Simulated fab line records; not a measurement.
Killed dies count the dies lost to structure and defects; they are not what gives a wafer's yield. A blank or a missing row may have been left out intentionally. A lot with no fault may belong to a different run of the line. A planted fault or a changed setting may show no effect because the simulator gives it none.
Problem report in the 8D (eight disciplines) form, filled by code / flow sky130 / the parts of the form that need people (team, actions taken, sign-off) are left out

1. THE ISSUE
oesProductAu at SKY_SD_N_STRIP_11 reads a mean of 0.289 a.u. on 3 wafers of 1 lot; wafers without a fault read 0.528 a.u. with a standard deviation of 0.0046. Relative to the usual mean, that is a shift of -52 standard deviations.
The step: strips in O2/N2.
First observed at day 33 07:40: wafer L242.1, on plasmaAsher-02. The record has a number at this step for 15 wafers belonging to 5 lots. Rule for "out", or "out of limits": more than 4 standard deviations from the usual mean. The rest of the wafers with a number are treated as sound.

2. WHAT IT IS, WHAT IT ISN'T
question=which readings at this step | is=oesProductAu | is not=drypumpMotorCurrentA, n2FlowSccm
question=which lots | is=L242 | is not=L230, L235, L247, L249
question=which wafers of those lots | is=all that have a number | is not=-
question=read on which tools | is=plasmaAsher-02 | is not=plasmaAsher-01, plasmaAsher-03
question=when | is=from day 33 07:40 | is not=up to then (6 sound wafers); but 6 sound wafers of L247, L249 came after

3. WHAT RULES OUT EACH SUSPECT
Counting: a tool at a process step up to the reading stays a suspect if it ran every lot that is out and no sound lot after the first of them.
- plasmaAsher-02 at SKY_SD_N_STRIP_11 (strips in O2/N2): kept. It ran the lot that is out, L242 (day 33 07:40), and no sound lot after that; its last sound lot up to then is L230 (day 29 08:56). Its own readings are out on those wafers: oesProductAu.
After counting, what remains is plasmaAsher-02 at SKY_SD_N_STRIP_11.

4. THE CAUSE (what the simulator had put in)
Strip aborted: plasmaAsher-02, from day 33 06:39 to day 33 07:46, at SKY_SD_N_STRIP_11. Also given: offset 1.
Counting left only this tool.

5. THE EFFECT CHAIN, in route order
Each row: a reading where the mean over the struck wafers with a number is more than 3 standard deviations away from the usual. Readings are gone through only where the record gives a usual standard deviation; hours: the median, over the lots, of the time from a lot's start at the first step in this table giving one to that lot's start at this step; sigmas: the change measured in usual standard deviations.
hours=0; step=SKY_SD_N_STRIP_11; reading=oesProductAu; usual=0.528 a.u.; on struck wafers=0.289; change=-0.239; sigmas=-52
Process steps it contains:
- SKY_SD_N_STRIP_11: strips in O2/N2.
Readings that are blank on the struck wafers while sound wafers have them: stripTimeToEndpointS at SKY_SD_N_STRIP_11.
Later steps that measure or inspect, where all struck wafers having a row at the step show a number for every such reading and not one has moved that far: SKY_SD_N_TW_MEAS_12.

6. WHAT WOULD HAVE CAUGHT IT SOONER
In this record the first reading out of limits was taken at day 33 07:40, 1 hour after the fault began at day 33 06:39.
